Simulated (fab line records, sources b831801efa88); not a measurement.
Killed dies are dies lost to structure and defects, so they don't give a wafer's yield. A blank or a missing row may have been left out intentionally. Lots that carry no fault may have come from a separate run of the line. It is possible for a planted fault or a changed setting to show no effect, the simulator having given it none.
2 desks looking at one fault -- flow gf180mcu -- what lay behind the numbers comes last; until then each desk has only its own

TOOL OWNER'S DESK, cmp-02
The tool's own readings at GF_V4_CMP_26 (polishes, stops on SiO2, t overpolish 15 s, target thk 0 nm): means of the sampled wafers that have a number, for each lot that ran on this tool. Any lot whose mean is over 4 standard deviations away from the usual mean is out of limits and marked OUT; that distance is given in the brackets.
Columns: A = motor-current-A at GF_V4_CMP_26, usual 11.0 A; B = overpolish-run-s at GF_V4_CMP_26, usual 15.000 s; C = time-to-endpoint-s at GF_V4_CMP_26, usual 85 s
lot,first seen here,A,B,C
L281,day 25 03:55,10.6,14.998,82
L282,day 25 05:43,11.5,14.992,83
L283,day 25 08:46,11.7,14.996,79
L285,day 26 23:53,10.9,15.005,82
L303,day 32 03:46,11.7,15.001,82
L304,day 32 06:19,10.3,14.997,87
This desk's verdict: no lot among the 6 shows anything out of limits.

FROM THE METROLOGY DESK
What the gauges read for every lot (on any tool): the sampled wafers with a number, averaged. Any lot whose mean is over 4 standard deviations away from the usual mean is out of limits and marked OUT; that distance is given in the brackets.
Columns: A = MIM_ALCU_RS at GF_MIM_RS_MEAS_10, usual 0.1569 ohm/sq; B = V5_W_THK at GF_V5_THK_MEAS_25, usual 356 nm
lot,first seen here,A,B
L281,day 25 04:38,0.1586,357
L282,day 25 06:28,0.1561,356
L283,day 25 09:29,0.1592,363
L285,day 27 00:36,0.1576,348
L296,day 29 22:27,0.1566,349
L297,day 30 13:38,0.1574,351
L298,day 30 15:25,0.1541,350
L299,day 30 18:08,0.1573,352
L300,day 30 22:16,0.1561,361
L301,day 31 06:43,0.1533,363
L302,day 31 13:13,0.1552,361
L303,day 32 04:28,0.1571,364
L304,day 32 07:00,0.1607,359
This desk's verdict: no lot among the 13 shows anything out of limits.

PUT TOGETHER
The desk of the tool owner found nothing out of limits.
At the metrology desk, nothing out of limits was observed.

WHAT HAD BEEN PUT IN BY THE SIMULATOR
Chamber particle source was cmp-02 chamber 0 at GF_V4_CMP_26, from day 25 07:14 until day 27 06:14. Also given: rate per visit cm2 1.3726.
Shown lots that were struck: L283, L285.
